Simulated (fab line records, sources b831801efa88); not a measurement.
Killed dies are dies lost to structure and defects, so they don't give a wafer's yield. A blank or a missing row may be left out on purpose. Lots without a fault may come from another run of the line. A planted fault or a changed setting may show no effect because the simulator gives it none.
fab line records | flow sky130
record lots=24 wafers=72 last_day=50
route steps=708 shown CONTACT@421 METAL1@434 VIA2@519 VIA4@650
lots that met no fault: from a run of the same line without faults
start_h: hours from the record's first day to the start of the lot's first wafer shown | wait_h: hours since the lot's step before | " the same as in the row above | L1.1+2: a row that stands for several wafers | - no value, or no start given | * or withheld: withheld | < > ~ a bound
route shown NAME@n: a module of which the file shows steps, and the number in the route of the first | usual: mean/standard deviation of fault-free wafers | same: alike in all rows | chamber/n: place in a boat | sites: the reading at each site | _std_site: their standard deviation | _edge_site: outer sites' mean less inner sites' | radius_mm: how far each site lies from the wafer's centre | mask NAME#n: copy n | behind: the tool/chamber that last shaped the wafer | hold: why the lot was held/for how many hours/how that ended | device: the transistor (n, p or np) that didn't switch | end of line: the same wafers' tests at the end of the route | a step without rows: its recipe alone | killed: dies lost to structure and defects at the first sort, not the wafer's yield | map: a wafer's dies, x killed, . not, _ none there
set.NAME: the setting as run; set.NAME@STEP: as run at that earlier step | model.NAME: the simulator's own value behind a step, which no gauge read
steps of the route over a sample of lots; a table a step, a row a wafer
services: from which hour (start_h, from the record's first day; less than 0 if before it) a tool's chamber was out of use, for how many hours, and why
## steps
# step SKY_CONTACT_OVL_MEAS_15
# usual CONTACT_OVL=3/5.4
# columns lot.wafer tool chamber start_h wait_h CONTACT_OVL[nm]
L074.2 overlay-01 - 741.19 0.1 -1
L074.5 " - " " 0
L074.6 " - " " -6
L075.2 overlay-01 - 748.29 0.1 2
L075.3 " - " " -6
L075.4 " - " " -2
L076.3 overlay-01 - 759.99 0.1 5
L076.4 " - " " 5
L076.6 " - " " -2
L077.2 overlay-01 - 766.95 0.1 0
L077.3 " - " " 9
L077.6 " - " " 7
L078.2 overlay-01 - 767.79 0.1 -5
L078.3 " - " " -6
L078.5 " - " " -1
L079.2 overlay-01 - 771.70 0.1 6
L079.5 " - " " 2
L079.6 " - " " 3
L080.2 overlay-02 - 787.59 0.1 2
L080.4 " - " " -1
L080.6 " - " " 4
L081.3 overlay-02 - 793.94 0.1 9
L081.4 " - " " 8
L081.6 " - " " 5
L082.1 overlay-02 - 794.73 0.1 1
L082.3 " - " " -1
L082.4 " - " " 10
L083.1 overlay-02 - 800.58 0.1 -3
L083.3 " - " " 4
L083.5 " - " " -4
L084.2 overlay-01 - 812.34 0.1 -4
L084.4 " - " " 0
L084.6 " - " " -6
L085.1 overlay-02 - 817.13 0.1 0
L085.2 " - " " -1
L085.6 " - " " 1
L086.1 overlay-02 - 829.78 0.1 0
L086.4 " - " " 7
L086.5 " - " " 0
L087.3 overlay-02 - 836.14 0.1 7
L087.4 " - " " 10
L087.5 " - " " 5
L088.1 overlay-01 - 842.83 0.1 10
L088.2 " - " " -1
L088.5 " - " " 9
L089.2 overlay-02 - 846.49 0.1 1
L089.4 " - " " -12
L089.6 " - " " 2
L090.1 overlay-01 - 855.93 0.1 6
L090.2 " - " " 0
L090.4 " - " " 1
L091.1 overlay-01 - 862.13 0.1 17
L091.3 " - " " 13
L091.6 " - " " 7
L092.1 overlay-02 - 880.93 0.1 0
L092.2 " - " " 0
L092.5 " - " " -1
L093.2 overlay-01 - 886.84 0.1 4
L093.5 " - " " 2
L093.6 " - " " 10
L094.1 overlay-01 - 887.98 0.1 -1
L094.5 " - " " -5
L094.6 " - " " -1
L095.3 overlay-02 - 893.14 0.1 7
L095.4 " - " " 5
L095.6 " - " " 6
L096.2 overlay-01 - 899.80 0.1 4
L096.4 " - " " 6
L096.5 " - " " 4
L097.1 overlay-01 - 907.73 0.1 -6
L097.5 " - " " 0
L097.6 " - " " 6
# step SKY_CONTACT_STRIP_19
# recipe chemistry=O2/N2 power_w=1400 pressure_mtorr=1500 platen_temp_c=withheld o2_flow_sccm=3000 n2_flow_sccm=300 overash_fraction=0.5
# usual drypump_motor_current_A=5.64/0.26 oes_product_au=0.380/0.0051 strip_time_to_endpoint_s=3.62/0.041
# columns lot.wafer tool chamber start_h wait_h drypump_motor_current_A oes_product_au rf_hours_counter_h strip_time_to_endpoint_s
L074.2 plasma_asher-01 0 741.35 - 5.56 0.382 28 3.61
L074.5 " 1 " " 6.03 0.374 - 3.61
L074.6 " 0 " " 5.53 0.379 - 3.63
L075.2 plasma_asher-04 0 748.45 - 5.70 0.378 1 3.61
L075.3 " 1 " " 5.25 0.381 - 3.60
L075.4 " 0 " " 5.71 0.376 - 3.61
L076.3 plasma_asher-02 0 760.18 - 5.43 0.378 - 3.56
L076.4 " 1 " " 5.56 0.385 - 3.73
L076.6 " 1 " " 5.57 0.375 - 3.59
L077.2 plasma_asher-04 1 767.11 - 5.28 0.380 3 3.59
L077.3 " 1 " " 5.26 0.372 - 3.69
L077.6 " 0 " " 5.72 0.380 - 3.57
L078.2 plasma_asher-04 1 767.95 - 5.24 0.388 3 3.63
L078.3 " 1 " " 5.25 0.374 - 3.57
L078.5 " 0 " " 5.70 0.373 - 3.61
L079.2 plasma_asher-01 0 771.86 - 5.55 0.384 28 3.61
L079.5 " 1 " " 6.04 0.380 - 3.62
L079.6 " 0 " " 5.56 0.384 - 3.65
L080.2 plasma_asher-01 1 787.75 - 6.03 0.385 30 3.67
L080.4 " 0 " " 5.55 0.376 - 3.62
L080.6 " 0 " " 5.57 0.380 - 3.59
L081.3 plasma_asher-01 0 794.13 - 5.55 0.376 - 3.57
L081.4 " 1 " " 6.01 0.381 - 3.61
L081.6 " 1 " " 6.01 0.384 - 3.61
L082.1 plasma_asher-01 1 794.90 - 6.01 0.369 30 3.58
L082.3 " 0 " " 5.55 0.376 - 3.54
L082.4 " 1 " " 6.00 0.378 - 3.63
L083.1 plasma_asher-04 1 800.75 - 5.26 0.382 6 3.52
L083.3 " 0 " " 5.72 0.377 - 3.60
L083.5 " 0 " " 5.71 0.382 - 3.66
L084.2 plasma_asher-01 1 812.50 - 6.04 0.390 32 3.61
L084.4 " 0 " " 5.56 0.385 - 3.56
L084.6 " 0 " " 5.54 0.388 - 3.59
L085.1 plasma_asher-01 1 817.30 - 6.00 0.389 33 3.66
L085.2 " 0 " " 5.55 0.385 33 3.64
L085.6 " 1 " " 6.02 0.387 - 3.63
L086.1 plasma_asher-02 0 829.95 - 5.41 0.384 70 3.64
L086.4 " 1 " " 5.56 0.382 - 3.68
L086.5 " 0 " " 5.41 0.394 - 3.62
L087.3 plasma_asher-04 0 836.33 - 5.71 0.381 - 3.53
L087.4 " 1 " " 5.25 0.375 - 3.57
L087.5 " 0 " " 5.70 0.374 - 3.53
L088.1 plasma_asher-02 0 843.00 - 5.41 0.384 71 3.65
L088.2 " 1 " " 5.57 0.376 71 3.65
L088.5 " 0 " " 5.42 0.379 - 3.63
L089.2 plasma_asher-01 0 846.65 - 5.54 0.379 36 3.68
L089.4 " 1 " " 6.07 0.375 - 3.62
L089.6 " 0 " " 5.57 0.379 - 3.65
L090.1 plasma_asher-02 0 856.10 - 5.42 0.383 73 3.58
L090.2 " 1 " " 5.56 0.383 73 3.63
L090.4 " 0 " " 5.43 0.378 - 3.65
L091.1 plasma_asher-01 0 862.30 - 5.53 0.389 37 3.67
L091.3 " 0 " " 5.53 0.383 - 3.64
L091.6 " 0 " " 5.53 0.381 - 3.60
L092.1 plasma_asher-01 1 881.10 - 6.06 0.383 39 3.63
L092.2 " 0 " " 5.55 0.386 39 3.58
L092.5 " 0 " " 5.53 0.383 - 3.57
L093.2 plasma_asher-02 0 887.00 - 5.42 0.379 76 3.60
L093.5 " 1 " " 5.57 0.381 - 3.63
L093.6 " 0 " " 5.43 0.377 - 3.60
L094.1 plasma_asher-04 1 888.15 - 5.24 0.378 15 3.66
L094.5 " 0 " " 5.67 0.378 - 3.61
L094.6 " 1 " " 5.26 0.382 - 3.60
L095.3 plasma_asher-04 0 893.33 - 5.74 0.385 - 3.61
L095.4 " 1 " " 5.27 0.382 - 3.63
L095.6 " 1 " " 5.25 0.387 - 3.61
L096.2 plasma_asher-01 0 899.96 - 5.54 0.376 41 3.63
L096.4 " 1 " " 6.04 0.381 - 3.63
L096.5 " 1 " " 5.99 0.381 - 3.65
L097.1 plasma_asher-01 1 907.90 - 6.01 0.378 42 3.65
L097.5 " 1 " " 5.99 0.382 - 3.64
L097.6 " 0 " " 5.54 0.383 - 3.59
# step SKY_METAL1_SPUTTER_00
# recipe material=Ti target_thk_nm=15 power_w=3000 time_s=10 chamber_pressure_pa=0.4
# usual throttle_valve_pct=29.7/0.85
# columns lot.wafer tool chamber start_h wait_h throttle_valve_pct
L074.2 pvd_sputter-02 - 742.59 0.1 29.4
L074.5 " - " " 28.8
L074.6 " - " " 29.3
L075.2 pvd_sputter-02 - 750.31 0.2 28.8
L075.3 " - " " 30.2
L075.4 " - " " 29.7
L076.3 pvd_sputter-03 - 761.47 0.1 30.2
L076.4 " - " " 29.0
L076.6 " - " " 29.1
L077.2 pvd_sputter-03 - 768.41 0.2 29.1
L077.3 " - " " 30.4
L077.6 " - " " 30.4
L078.2 pvd_sputter-04 - 769.23 0.2 30.5
L078.3 " - " " 30.6
L078.5 " - " " 30.3
L079.2 pvd_sputter-04 - 773.11 0.1 27.7
L079.5 " - " " 30.4
L079.6 " - " " 27.6
L080.2 pvd_sputter-04 - 789.04 0.2 30.2
L080.4 " - " " 30.3
L080.6 " - " " 30.9
L081.3 pvd_sputter-03 - 795.39 0.1 29.1
L081.4 " - " " 30.7
L081.6 " - " " 29.4
L082.1 pvd_sputter-04 - 796.17 0.2 30.5
L082.3 " - " " 30.5
L082.4 " - " " 27.6
L083.1 pvd_sputter-03 - 802.02 0.2 29.4
L083.3 " - " " 30.4
L083.5 " - " " 29.0
L084.2 pvd_sputter-03 - 813.75 0.2 30.4
L084.4 " - " " 29.3
L084.6 " - " " 29.5
L085.1 pvd_sputter-02 - 818.63 0.1 29.9
L085.2 " - " " 29.9
L085.6 " - " " 29.4
L086.1 pvd_sputter-02 - 831.24 0.1 29.0
L086.4 " - " " 29.9
L086.5 " - " " 29.3
L087.3 pvd_sputter-04 - 837.55 0.2 30.6
L087.4 " - " " 27.4
L087.5 " - " " 27.6
L088.1 pvd_sputter-02 - 844.24 0.2 29.6
L088.2 " - " " 30.1
L088.5 " - " " 30.1
L089.2 pvd_sputter-03 - 847.89 0.2 29.1
L089.4 " - " " 29.0
L089.6 " - " " 30.2
L090.1 pvd_sputter-03 - 857.34 0.1 30.6
L090.2 " - " " 29.2
L090.4 " - " " 28.9
L091.1 pvd_sputter-02 - 863.54 0.2 29.4
L091.3 " - " " 29.1
L091.6 " - " " 29.4
L092.1 pvd_sputter-03 - 882.45 0.1 30.9
L092.2 " - " " 30.2
L092.5 " - " " 29.3
L093.2 pvd_sputter-02 - 888.35 0.2 29.0
L093.5 " - " " 29.8
L093.6 " - " " 29.1
L094.1 pvd_sputter-03 - 889.43 0.1 30.8
L094.5 " - " " 30.8
L094.6 " - " " 28.8
L095.3 pvd_sputter-02 - 894.54 0.2 29.6
L095.4 " - " " 29.3
L095.6 " - " " 29.9
L096.2 pvd_sputter-02 - 901.21 0.2 28.9
L096.4 " - " " 29.6
L096.5 " - " " 29.2
L097.1 pvd_sputter-04 - 909.14 0.2 27.5
L097.5 " - " " 30.5
L097.6 " - " " 30.7
# step SKY_METAL1_THK_MEAS_06
# recipe thk_meas_gauge=xrf reads=AlCu_of_METAL1_SPUTTER_02
# usual METAL1_ALCU_THK=248/3.1
# columns lot.wafer tool chamber start_h wait_h METAL1_ALCU_THK[nm]
L074.2 film_metro-03 - 742.86 0.1 252
L074.5 " - " " 245
L074.6 " - " " 252
L075.2 film_metro-04 - 750.58 0.1 245
L075.3 " - " " 249
L075.4 " - " " 246
L076.3 film_metro-01 - 761.75 0.1 246
L076.4 " - " " 250
L076.6 " - " " 247
L077.2 film_metro-04 - 768.68 0.1 250
L077.3 " - " " 245
L077.6 " - " " 252
L078.2 film_metro-04 - 769.50 0.1 251
L078.3 " - " " 250
L078.5 " - " " 252
L079.2 film_metro-04 - 773.38 0.1 248
L079.5 " - " " 250
L079.6 " - " " 250
L080.2 film_metro-04 - 789.31 0.1 249
L080.4 " - " " 249
L080.6 " - " " 250
L081.3 film_metro-01 - 795.67 0.1 246
L081.4 " - " " 247
L081.6 " - " " 249
L082.1 film_metro-04 - 796.43 0.1 247
L082.3 " - " " 250
L082.4 " - " " 249
L083.1 film_metro-03 - 802.28 0.1 246
L083.3 " - " " 245
L083.5 " - " " 251
L084.2 film_metro-04 - 814.02 0.1 252
L084.4 " - " " 248
L084.6 " - " " 251
L085.1 film_metro-01 - 818.89 0.1 248
L085.2 " - " " 255
L085.6 " - " " 255
L086.1 film_metro-03 - 831.50 0.1 250
L086.4 " - " " 248
L086.5 " - " " 251
L087.3 film_metro-01 - 837.83 0.1 248
L087.4 " - " " 250
L087.5 " - " " 247
L088.1 film_metro-03 - 844.50 0.1 245
L088.2 " - " " 251
L088.5 " - " " 248
L089.2 film_metro-04 - 848.16 0.1 243
L089.4 " - " " 248
L089.6 " - " " 248
L090.1 film_metro-03 - 857.62 0.1 244
L090.2 " - " " 244
L090.4 " - " " 244
L091.1 film_metro-01 - 863.80 0.1 245
L091.3 " - " " 251
L091.6 " - " " 249
L092.1 film_metro-03 - 882.71 0.1 246
L092.2 " - " " 251
L092.5 " - " " 244
L093.2 film_metro-03 - 888.62 0.1 247
L093.5 " - " " 244
L093.6 " - " " 243
L094.1 film_metro-01 - 889.69 0.1 247
L094.5 " - " " 249
L094.6 " - " " 253
L095.3 film_metro-04 - 894.82 0.1 245
L095.4 " - " " 245
L095.6 " - " " 251
L096.2 film_metro-03 - 901.48 0.1 242
L096.4 " - " " 246
L096.5 " - " " 248
L097.1 film_metro-01 - 909.40 0.1 248
L097.5 " - " " 251
L097.6 " - " " 252
# step SKY_VIA2_CD_MEAS_12
# recipe target_cd_nm=200
# usual cd_nm=200.1/1.5
# columns lot.wafer tool chamber start_h wait_h cd_nm
L074.2 cd_sem-01 - 854.23 - 200.8
L074.5 " - " " 201.5
L074.6 " - " " 200.9
L075.2 cd_sem-01 - 860.58 - 201.6
L075.3 " - " " 202.1
L075.4 " - " " 200.7
L076.3 cd_sem-01 - 872.12 - 200.3
L076.4 " - " " 201.5
L076.6 " - " " 202.0
L077.2 cd_sem-01 - 878.90 - 198.6
L077.3 " - " " 198.3
L077.6 " - " " 198.4
L078.2 cd_sem-01 - 879.53 - 199.3
L078.3 " - " " 199.7
L078.5 " - " " 198.3
L079.2 cd_sem-01 - 883.03 - 201.0
L079.5 " - " " 200.7
L079.6 " - " " 199.7
L080.2 cd_sem-01 - 897.75 - 198.1
L080.4 " - " " 199.7
L080.6 " - " " 199.2
L081.3 cd_sem-02 - 904.25 - 200.7
L081.4 " - " " 199.2
L081.6 " - " " 199.0
L082.1 cd_sem-01 - 905.36 - 200.8
L082.3 " - " " 200.0
L082.4 " - " " 202.1
L083.1 cd_sem-02 - 910.86 - 199.3
L083.3 " - " " 199.5
L083.5 " - " " 200.1
L084.2 cd_sem-02 - 922.45 - 200.7
L084.4 " - " " 201.0
L084.6 " - " " 201.0
L085.1 cd_sem-02 - 925.98 - 198.6
L085.2 " - " " 199.8
L085.6 " - " " 198.7
L086.1 cd_sem-02 - 938.33 - 201.0
L086.4 " - " " 201.9
L086.5 " - " " 203.3
L087.3 cd_sem-01 - 944.30 - 200.0
L087.4 " - " " 199.4
L087.5 " - " " 199.5
L088.1 cd_sem-01 - 949.48 - 200.6
L088.2 " - " " 199.3
L088.5 " - " " 200.5
L089.2 cd_sem-02 - 953.83 - 204.4
L089.4 " - " " 203.4
L089.6 " - " " 203.2
L090.1 cd_sem-02 - 962.78 - 199.5
L090.2 " - " " 200.2
L090.4 " - " " 200.0
L091.1 cd_sem-02 - 967.98 - 201.0
L091.3 " - " " 201.9
L091.6 " - " " 202.1
L092.1 cd_sem-01 - 985.73 - 199.4
L092.2 " - " " 198.8
L092.5 " - " " 198.1
L093.2 cd_sem-01 - 990.88 - 198.9
L093.5 " - " " 198.5
L093.6 " - " " 199.5
L094.1 cd_sem-02 - 991.41 - 201.2
L094.5 " - " " 200.2
L094.6 " - " " 199.2
L095.3 cd_sem-02 - 997.02 - 196.8
L095.4 " - " " 196.7
L095.6 " - " " 196.9
L096.2 cd_sem-01 - 1002.13 - 201.6
L096.4 " - " " 200.0
L096.5 " - " " 200.6
L097.1 cd_sem-01 - 1011.11 - 197.5
L097.5 " - " " 199.6
L097.6 " - " " 199.5
# step SKY_VIA4_OVL_MEAS_11
# usual VIA4_OVL=-0.2/1.3
# columns lot.wafer tool chamber start_h wait_h VIA4_OVL[nm]
L074.2 overlay-02 - 1011.28 0.1 -0.5
L074.5 " - " " -0.1
L074.6 " - " " -0.1
L075.2 overlay-01 - 1013.92 0.1 -1.5
L075.3 " - " " -0.6
L075.4 " - " " 0.1
L076.3 overlay-02 - 1024.87 0.1 1.0
L076.4 " - " " 2.1
L076.6 " - " " 1.3
L077.2 overlay-01 - 1031.52 0.1 -1.2
L077.3 " - " " -1.3
L077.6 " - " " -1.2
L078.2 overlay-02 - 1031.92 0.1 -3.1
L078.3 " - " " -1.4
L078.5 " - " " -3.8
L079.2 overlay-02 - 1034.92 0.1 0.5
L079.5 " - " " 0.3
L079.6 " - " " 0.5
L080.2 overlay-02 - 1047.59 0.1 -0.8
L080.4 " - " " -0.7
L080.6 " - " " -0.7
L081.3 overlay-01 - 1053.27 0.1 0.8
L081.4 " - " " 1.7
L081.6 " - " " 0.7
L082.1 overlay-02 - 1054.05 0.1 -2.1
L082.3 " - " " -0.3
L082.4 " - " " -0.6
L083.1 overlay-02 - 1059.86 0.1 1.4
L083.3 " - " " 1.1
L083.5 " - " " 0.5
L084.2 overlay-01 - 1070.22 0.1 -0.1
L084.4 " - " " -2.1
L084.6 " - " " -0.8
L085.1 overlay-01 - 1071.76 0.1 -0.5
L085.2 " - " " -0.9
L085.6 " - " " -1.0
L086.1 overlay-02 - 1082.15 0.1 -0.3
L086.4 " - " " -2.2
L086.5 " - " " -0.8
L087.3 overlay-01 - 1089.66 0.1 0.4
L087.4 " - " " 2.7
L087.5 " - " " 3.0
L088.1 overlay-02 - 1091.90 0.1 0.1
L088.2 " - " " 0.5
L088.5 " - " " -1.0
L089.2 overlay-02 - 1094.56 0.1 -0.1
L089.4 " - " " 0.1
L089.6 " - " " -2.4
L090.1 overlay-02 - 1103.65 0.1 -0.4
L090.2 " - " " -2.0
L090.4 " - " " 1.1
L091.1 overlay-01 - 1108.25 0.1 1.9
L091.3 " - " " 2.6
L091.6 " - " " 3.0
L092.1 overlay-02 - 1123.06 0.1 1.0
L092.2 " - " " 2.5
L092.5 " - " " 3.1
L093.2 overlay-02 - 1129.36 0.1 -0.2
L093.5 " - " " -1.7
L093.6 " - " " -0.4
L094.1 overlay-01 - 1129.86 0.1 1.6
L094.5 " - " " -1.0
L094.6 " - " " -1.7
L095.3 overlay-01 - 1133.62 0.1 0.4
L095.4 " - " " 1.2
L095.6 " - " " 1.3
L096.2 overlay-02 - 1137.92 0.1 -2.1
L096.4 " - " " -1.6
L096.5 " - " " -2.9
L097.1 overlay-01 - 1144.46 0.1 0.7
L097.5 " - " " 0.0
L097.6 " - " " 1.5
## services
# columns tool chamber start_h hours kind
plasma_asher-01 - 722.98 2.2 repair
plasma_asher-04 - 733.75 9.0 pm
plasma_asher-04 0 733.75 9.0 vent_cycle
plasma_asher-04 1 733.75 9.0 vent_cycle
pvd_sputter-02 - 733.77 2.1 repair
plasma_asher-02 - 737.43 11.7 repair
plasma_asher-04 0 742.75 - clean
plasma_asher-04 1 742.75 - clean
plasma_asher-01 - 743.43 28.3 pm
pvd_sputter-03 - 758.04 2.7 repair
plasma_asher-04 - 779.82 2.9 repair
plasma_asher-01 - 790.51 2.7 repair
pvd_sputter-04 2 842.04 - consumable_replace:kit
pvd_sputter-04 2 842.04 18.0 scheduled_down
pvd_sputter-04 - 843.99 1.3 repair
pvd_sputter-02 - 868.80 0.9 repair
plasma_asher-02 - 881.10 0.7 repair
pvd_sputter-03 0 882.59 - consumable_replace:kit
pvd_sputter-03 0 882.59 18.0 scheduled_down
pvd_sputter-03 0 882.59 18.0 vent_cycle
pvd_sputter-02 0 892.11 - consumable_replace:kit
pvd_sputter-02 0 892.11 18.0 scheduled_down
pvd_sputter-02 0 892.11 18.0 vent_cycle
plasma_asher-02 - 902.27 7.9 repair
## key
fault none
